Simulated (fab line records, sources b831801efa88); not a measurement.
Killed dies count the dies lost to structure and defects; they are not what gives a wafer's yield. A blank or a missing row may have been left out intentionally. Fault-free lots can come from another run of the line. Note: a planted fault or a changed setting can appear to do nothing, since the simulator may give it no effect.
Which tool did it? || flow gf180mcu || 15 lots, 45 wafers sampled, at 5 steps of a route of 602

## WHAT EACH GAUGE READ, for each wafer
GF_MVPSD_OVL_MEAS_07. Usual: MVPSD_OVL typically reads 0.2 nm, with standard deviation 1.3.
{"lot": "L495", "measured": "day 5 01:26", "on": "overlay-01", "MVPSD_OVL (nm)": "-1.6 -1.6 -0.4", "flag": ""}
{"lot": "L499", "measured": "day 6 01:45", "on": "overlay-01", "MVPSD_OVL (nm)": "1.2 0.6 2.3", "flag": ""}
{"lot": "L500", "measured": "day 6 07:32", "on": "overlay-02", "MVPSD_OVL (nm)": "-1.2 -1.8 -1.6", "flag": ""}
{"lot": "L501", "measured": "day 6 12:54", "on": "overlay-02", "MVPSD_OVL (nm)": "-1.9 -0.7 -3.2", "flag": ""}
{"lot": "L502", "measured": "day 6 20:20", "on": "overlay-01", "MVPSD_OVL (nm)": "0.0 0.7 -0.5", "flag": ""}
{"lot": "L503", "measured": "day 7 02:17", "on": "overlay-01", "MVPSD_OVL (nm)": "0.7 -0.2 -1.7", "flag": ""}
{"lot": "L506", "measured": "day 7 18:38", "on": "overlay-01", "MVPSD_OVL (nm)": "-0.5 0.4 0.7", "flag": ""}
{"lot": "L510", "measured": "day 8 18:29", "on": "overlay-02", "MVPSD_OVL (nm)": "0.4 0.0 0.0", "flag": ""}
{"lot": "L511", "measured": "day 9 01:02", "on": "overlay-02", "MVPSD_OVL (nm)": "0.1 -0.5 -0.4", "flag": ""}
{"lot": "L512", "measured": "day 9 05:02", "on": "overlay-01", "MVPSD_OVL (nm)": "2.3 0.7 3.2", "flag": ""}
{"lot": "L513", "measured": "day 9 10:16", "on": "overlay-02", "MVPSD_OVL (nm)": "1.6 1.8 2.5", "flag": ""}
{"lot": "L514", "measured": "day 9 16:08", "on": "overlay-01", "MVPSD_OVL (nm)": "-1.0 0.2 0.3", "flag": ""}
{"lot": "L515", "measured": "day 9 23:07", "on": "overlay-01", "MVPSD_OVL (nm)": "0.8 0.9 4.6", "flag": ""}
{"lot": "L517", "measured": "day 10 10:11", "on": "overlay-01", "MVPSD_OVL (nm)": "-0.8 -0.7 -1.1", "flag": ""}
{"lot": "L518", "measured": "day 10 18:29", "on": "overlay-02", "MVPSD_OVL (nm)": "0.3 0.2 0.2", "flag": ""}

GF_VT_IMPLANT_TW_MEAS_32. Usual: VT_IMPLANT_3_TW typically reads 271, with standard deviation 3.1.
{"lot": "L495", "measured": "day 6 23:02", "on": "filmMetro-04", "VT_IMPLANT_3_TW": "267 266 267", "flag": ""}
{"lot": "L499", "measured": "day 8 01:05", "on": "filmMetro-01", "VT_IMPLANT_3_TW": "274 274 275", "flag": ""}
{"lot": "L500", "measured": "day 8 06:56", "on": "filmMetro-04", "VT_IMPLANT_3_TW": "268 268 268", "flag": ""}
{"lot": "L501", "measured": "day 8 13:14", "on": "filmMetro-03", "VT_IMPLANT_3_TW": "30 30 30", "flag": "OFF"}
{"lot": "L502", "measured": "day 8 20:09", "on": "filmMetro-01", "VT_IMPLANT_3_TW": "31 31 31", "flag": "OFF"}
{"lot": "L503", "measured": "day 9 02:34", "on": "filmMetro-04", "VT_IMPLANT_3_TW": "30 30 30", "flag": "OFF"}
{"lot": "L506", "measured": "day 9 21:27", "on": "filmMetro-03", "VT_IMPLANT_3_TW": "270 268 270", "flag": ""}
{"lot": "L510", "measured": "day 10 23:35", "on": "filmMetro-03", "VT_IMPLANT_3_TW": "267 267 267", "flag": ""}
{"lot": "L511", "measured": "day 11 07:04", "on": "filmMetro-03", "VT_IMPLANT_3_TW": "269 267 269", "flag": ""}
{"lot": "L512", "measured": "day 11 10:54", "on": "filmMetro-01", "VT_IMPLANT_3_TW": "276 274 275", "flag": ""}
{"lot": "L513", "measured": "day 11 16:31", "on": "filmMetro-01", "VT_IMPLANT_3_TW": "276 276 275", "flag": ""}
{"lot": "L514", "measured": "day 11 23:22", "on": "filmMetro-01", "VT_IMPLANT_3_TW": "274 275 274", "flag": ""}
{"lot": "L515", "measured": "day 12 07:15", "on": "filmMetro-01", "VT_IMPLANT_3_TW": "275 273 274", "flag": ""}
{"lot": "L517", "measured": "day 12 19:23", "on": "filmMetro-01", "VT_IMPLANT_3_TW": "273 274 274", "flag": ""}
{"lot": "L518", "measured": "day 13 04:04", "on": "filmMetro-04", "VT_IMPLANT_3_TW": "267 269 269", "flag": ""}

GF_VT_IMPLANT_RS_MEAS_48: measures by four-point-probe. Usual: LVPWELL_RS typically reads 1196.4 ohm/sq, with standard deviation 2.6.
{"lot": "L495", "measured": "day 7 15:33", "on": "filmMetro-01", "LVPWELL_RS (ohm/sq)": "1195.2 1196.4 1197.0", "flag": ""}
{"lot": "L499", "measured": "day 8 17:45", "on": "filmMetro-02", "LVPWELL_RS (ohm/sq)": "1194.0 1192.4 1194.9", "flag": ""}
{"lot": "L500", "measured": "day 9 00:44", "on": "filmMetro-02", "LVPWELL_RS (ohm/sq)": "1196.3 1194.9 1192.5", "flag": ""}
{"lot": "L501", "measured": "day 9 06:30", "on": "filmMetro-01", "LVPWELL_RS (ohm/sq)": "1200.9 1198.7 1199.3", "flag": ""}
{"lot": "L502", "measured": "day 9 13:16", "on": "filmMetro-04", "LVPWELL_RS (ohm/sq)": "1193.0 1194.5 1197.2", "flag": ""}
{"lot": "L503", "measured": "day 9 20:39", "on": "filmMetro-02", "LVPWELL_RS (ohm/sq)": "1191.9 1192.5 1195.2", "flag": ""}
{"lot": "L506", "measured": "day 10 16:09", "on": "filmMetro-02", "LVPWELL_RS (ohm/sq)": "1193.4 1196.3 1196.7", "flag": ""}
{"lot": "L510", "measured": "day 11 18:27", "on": "filmMetro-02", "LVPWELL_RS (ohm/sq)": "1196.8 1197.2 1192.3", "flag": ""}
{"lot": "L511", "measured": "day 12 02:14", "on": "filmMetro-01", "LVPWELL_RS (ohm/sq)": "1196.7 1196.0 1194.7", "flag": ""}
{"lot": "L512", "measured": "day 12 06:22", "on": "filmMetro-04", "LVPWELL_RS (ohm/sq)": "1199.9 1199.2 1201.2", "flag": ""}
{"lot": "L513", "measured": "day 12 12:37", "on": "filmMetro-01", "LVPWELL_RS (ohm/sq)": "1195.0 1193.1 1194.0", "flag": ""}
{"lot": "L514", "measured": "day 12 19:14", "on": "filmMetro-04", "LVPWELL_RS (ohm/sq)": "1202.2 1197.6 1197.2", "flag": ""}
{"lot": "L515", "measured": "day 13 03:18", "on": "filmMetro-04", "LVPWELL_RS (ohm/sq)": "1198.3 1199.2 1199.7", "flag": ""}
{"lot": "L517", "measured": "day 13 16:15", "on": "filmMetro-02", "LVPWELL_RS (ohm/sq)": "1194.2 1192.6 1194.5", "flag": ""}
{"lot": "L518", "measured": "day 14 00:52", "on": "filmMetro-01", "LVPWELL_RS (ohm/sq)": "1197.2 1197.8 1199.8", "flag": ""}

## EACH LOT AND THE TOOL THAT RAN IT (in order: tool; ch and the chambers of the sampled wafers; start)
{"lot": "L495", "GF_NWELL_STRIP_10": "plasmaAsher-03 ch 0,1, day 3 07:52", "GF_VT_IMPLANT_IMPLANT_30": "implanter-02 ch 0, day 6 22:48"}
{"lot": "L499", "GF_NWELL_STRIP_10": "plasmaAsher-03 ch 1, day 4 06:17", "GF_VT_IMPLANT_IMPLANT_30": "implanter-03 ch 0, day 8 00:51"}
{"lot": "L500", "GF_NWELL_STRIP_10": "plasmaAsher-03 ch 0,1, day 4 11:44", "GF_VT_IMPLANT_IMPLANT_30": "implanter-03 ch 0, day 8 06:41"}
{"lot": "L501", "GF_NWELL_STRIP_10": "plasmaAsher-04 ch 0,1, day 4 16:23", "GF_VT_IMPLANT_IMPLANT_30": "implanter-01, day 8 13:00"}
{"lot": "L502", "GF_NWELL_STRIP_10": "plasmaAsher-03 ch 0,1, day 4 22:34", "GF_VT_IMPLANT_IMPLANT_30": "implanter-03, day 8 19:56"}
{"lot": "L503", "GF_NWELL_STRIP_10": "plasmaAsher-01 ch 1, day 5 04:47", "GF_VT_IMPLANT_IMPLANT_30": "implanter-03, day 9 02:19"}
{"lot": "L506", "GF_NWELL_STRIP_10": "plasmaAsher-04 ch 0,1, day 5 20:40", "GF_VT_IMPLANT_IMPLANT_30": "implanter-03 ch 0, day 9 21:12"}
{"lot": "L510", "GF_NWELL_STRIP_10": "plasmaAsher-03 ch 0,1, day 6 18:14", "GF_VT_IMPLANT_IMPLANT_30": "implanter-01 ch 0, day 10 23:21"}
{"lot": "L511", "GF_NWELL_STRIP_10": "plasmaAsher-03 ch 1, day 7 00:49", "GF_VT_IMPLANT_IMPLANT_30": "implanter-01 ch 0, day 11 06:49"}
{"lot": "L512", "GF_NWELL_STRIP_10": "plasmaAsher-01 ch 0,1, day 7 04:26", "GF_VT_IMPLANT_IMPLANT_30": "implanter-01 ch 0, day 11 10:41"}
{"lot": "L513", "GF_NWELL_STRIP_10": "plasmaAsher-04 ch 0, day 7 09:34", "GF_VT_IMPLANT_IMPLANT_30": "implanter-01 ch 0, day 11 16:12"}
{"lot": "L514", "GF_NWELL_STRIP_10": "plasmaAsher-04 ch 0,1, day 7 14:50", "GF_VT_IMPLANT_IMPLANT_30": "implanter-02 ch 0, day 11 23:08"}
{"lot": "L515", "GF_NWELL_STRIP_10": "plasmaAsher-04 ch 0,1, day 7 20:07", "GF_VT_IMPLANT_IMPLANT_30": "implanter-03 ch 0, day 12 07:00"}
{"lot": "L517", "GF_NWELL_STRIP_10": "plasmaAsher-03 ch 0,1, day 8 06:20", "GF_VT_IMPLANT_IMPLANT_30": "implanter-03 ch 0, day 12 19:09"}
{"lot": "L518", "GF_NWELL_STRIP_10": "plasmaAsher-03 ch 0,1, day 8 13:38", "GF_VT_IMPLANT_IMPLANT_30": "implanter-01 ch 0, day 13 03:50"}
- GF_NWELL_STRIP_10: strips in O2/N2.
- GF_VT_IMPLANT_IMPLANT_30

## WHAT THE TOOLS THEMSELVES READ (means of the sampled wafers that have a number; where no wafer has one, the mark that the record gives instead)
GF_NWELL_STRIP_10. Usual: drypumpMotorCurrentA 5.7 A, standard deviation 0.36; heaterPowerW 326 W, standard deviation 43; oesProductAu 0.722 a.u., standard deviation 0.0046; stripTimeToEndpointS 36.94 s, standard deviation 0.1.
{"lot": "L495", "tool": "plasmaAsher-03", "drypumpMotorCurrentA (A)": 6.0, "heaterPowerW (W)": 285, "oesProductAu (a.u.)": 0.724, "stripTimeToEndpointS (s)": 36.91, "flag": ""}
{"lot": "L499", "tool": "plasmaAsher-03", "drypumpMotorCurrentA (A)": 6.2, "heaterPowerW (W)": 293, "oesProductAu (a.u.)": 0.722, "stripTimeToEndpointS (s)": 36.97, "flag": ""}
{"lot": "L500", "tool": "plasmaAsher-03", "drypumpMotorCurrentA (A)": 6.0, "heaterPowerW (W)": 291, "oesProductAu (a.u.)": 0.725, "stripTimeToEndpointS (s)": 36.81, "flag": ""}
{"lot": "L501", "tool": "plasmaAsher-04", "drypumpMotorCurrentA (A)": 5.4, "heaterPowerW (W)": 357, "oesProductAu (a.u.)": 0.724, "stripTimeToEndpointS (s)": 37.02, "flag": ""}
{"lot": "L502", "tool": "plasmaAsher-03", "drypumpMotorCurrentA (A)": 6.0, "heaterPowerW (W)": 297, "oesProductAu (a.u.)": 0.724, "stripTimeToEndpointS (s)": 36.97, "flag": ""}
{"lot": "L503", "tool": "plasmaAsher-01", "drypumpMotorCurrentA (A)": 5.7, "heaterPowerW (W)": 361, "oesProductAu (a.u.)": 0.723, "stripTimeToEndpointS (s)": 37.03, "flag": ""}
{"lot": "L506", "tool": "plasmaAsher-04", "drypumpMotorCurrentA (A)": 5.4, "heaterPowerW (W)": 356, "oesProductAu (a.u.)": 0.721, "stripTimeToEndpointS (s)": 37.14, "flag": ""}
{"lot": "L510", "tool": "plasmaAsher-03", "drypumpMotorCurrentA (A)": 6.0, "heaterPowerW (W)": 297, "oesProductAu (a.u.)": 0.725, "stripTimeToEndpointS (s)": 36.69, "flag": ""}
{"lot": "L511", "tool": "plasmaAsher-03", "drypumpMotorCurrentA (A)": 6.2, "heaterPowerW (W)": 306, "oesProductAu (a.u.)": 0.723, "stripTimeToEndpointS (s)": 36.99, "flag": ""}
{"lot": "L512", "tool": "plasmaAsher-01", "drypumpMotorCurrentA (A)": 5.4, "heaterPowerW (W)": 331, "oesProductAu (a.u.)": 0.721, "stripTimeToEndpointS (s)": 36.95, "flag": ""}
{"lot": "L513", "tool": "plasmaAsher-04", "drypumpMotorCurrentA (A)": 6.0, "heaterPowerW (W)": 416, "oesProductAu (a.u.)": 0.723, "stripTimeToEndpointS (s)": 36.84, "flag": ""}
{"lot": "L514", "tool": "plasmaAsher-04", "drypumpMotorCurrentA (A)": 5.7, "heaterPowerW (W)": 391, "oesProductAu (a.u.)": 0.723, "stripTimeToEndpointS (s)": 36.77, "flag": ""}
{"lot": "L515", "tool": "plasmaAsher-04", "drypumpMotorCurrentA (A)": 5.7, "heaterPowerW (W)": 394, "oesProductAu (a.u.)": 0.719, "stripTimeToEndpointS (s)": 36.96, "flag": ""}
{"lot": "L517", "tool": "plasmaAsher-03", "drypumpMotorCurrentA (A)": 5.8, "heaterPowerW (W)": 296, "oesProductAu (a.u.)": 0.722, "stripTimeToEndpointS (s)": 36.85, "flag": ""}
{"lot": "L518", "tool": "plasmaAsher-03", "drypumpMotorCurrentA (A)": 6.0, "heaterPowerW (W)": 302, "oesProductAu (a.u.)": 0.727, "stripTimeToEndpointS (s)": 36.91, "flag": ""}

GF_VT_IMPLANT_IMPLANT_30. Usual: beamEnergyKeV 25.001, standard deviation 0.0085; beamOnS 9.98 s, standard deviation 0.2.
{"lot": "L495", "tool": "implanter-02", "beamEnergyKeV": 25.009, "beamOnS (s)": 9.80, "flag": ""}
{"lot": "L499", "tool": "implanter-03", "beamEnergyKeV": 24.992, "beamOnS (s)": 9.91, "flag": ""}
{"lot": "L500", "tool": "implanter-03", "beamEnergyKeV": 24.996, "beamOnS (s)": 10.03, "flag": ""}
{"lot": "L501", "tool": "implanter-01", "beamEnergyKeV": "-", "beamOnS (s)": "-", "flag": "OFF"}
{"lot": "L502", "tool": "implanter-03", "beamEnergyKeV": "-", "beamOnS (s)": "-", "flag": "OFF"}
{"lot": "L503", "tool": "implanter-03", "beamEnergyKeV": "-", "beamOnS (s)": "-", "flag": "OFF"}
{"lot": "L506", "tool": "implanter-03", "beamEnergyKeV": 24.997, "beamOnS (s)": 9.96, "flag": ""}
{"lot": "L510", "tool": "implanter-01", "beamEnergyKeV": 24.999, "beamOnS (s)": 9.98, "flag": ""}
{"lot": "L511", "tool": "implanter-01", "beamEnergyKeV": 25.008, "beamOnS (s)": 10.11, "flag": ""}
{"lot": "L512", "tool": "implanter-01", "beamEnergyKeV": 25.003, "beamOnS (s)": 10.02, "flag": ""}
{"lot": "L513", "tool": "implanter-01", "beamEnergyKeV": 24.999, "beamOnS (s)": 9.83, "flag": ""}
{"lot": "L514", "tool": "implanter-02", "beamEnergyKeV": 25.006, "beamOnS (s)": 9.83, "flag": ""}
{"lot": "L515", "tool": "implanter-03", "beamEnergyKeV": 24.995, "beamOnS (s)": 10.01, "flag": ""}
{"lot": "L517", "tool": "implanter-03", "beamEnergyKeV": 24.999, "beamOnS (s)": 10.03, "flag": ""}
{"lot": "L518", "tool": "implanter-01", "beamEnergyKeV": 24.992, "beamOnS (s)": 10.01, "flag": ""}

## THE ANSWER, worked out from the rows above alone
Rule: a lot is off if the mean of its wafers that have a number lies more than 3 standard deviations from the usual mean. A lot without any number at a reading at which 4 lots or more have one is off too. Where the step has rows for the other lots, those lots are counted as sound. Order of review: gauges by route order, followed by the tools' own readings, for which a lot's mean as printed above is used. At the first step where some lot is off, the reading lying furthest off is the one used; lots without a number count as furthest.
Off: L501, L502, L503, at GF_VT_IMPLANT_TW_MEAS_32 (VT_IMPLANT_3_TW).
A tool fits if, at a process step before that reading, it ran every lot that is off, and no sound lot after the first of them. The gauges at GF_VT_IMPLANT_TW_MEAS_32 aren't tried: what is off there is off at GF_VT_IMPLANT_IMPLANT_30 too, on other tools, and a gauge's error can't cause that. Not one of the candidates tried fits.

## WHAT HAD BEEN PUT IN BY THE SIMULATOR
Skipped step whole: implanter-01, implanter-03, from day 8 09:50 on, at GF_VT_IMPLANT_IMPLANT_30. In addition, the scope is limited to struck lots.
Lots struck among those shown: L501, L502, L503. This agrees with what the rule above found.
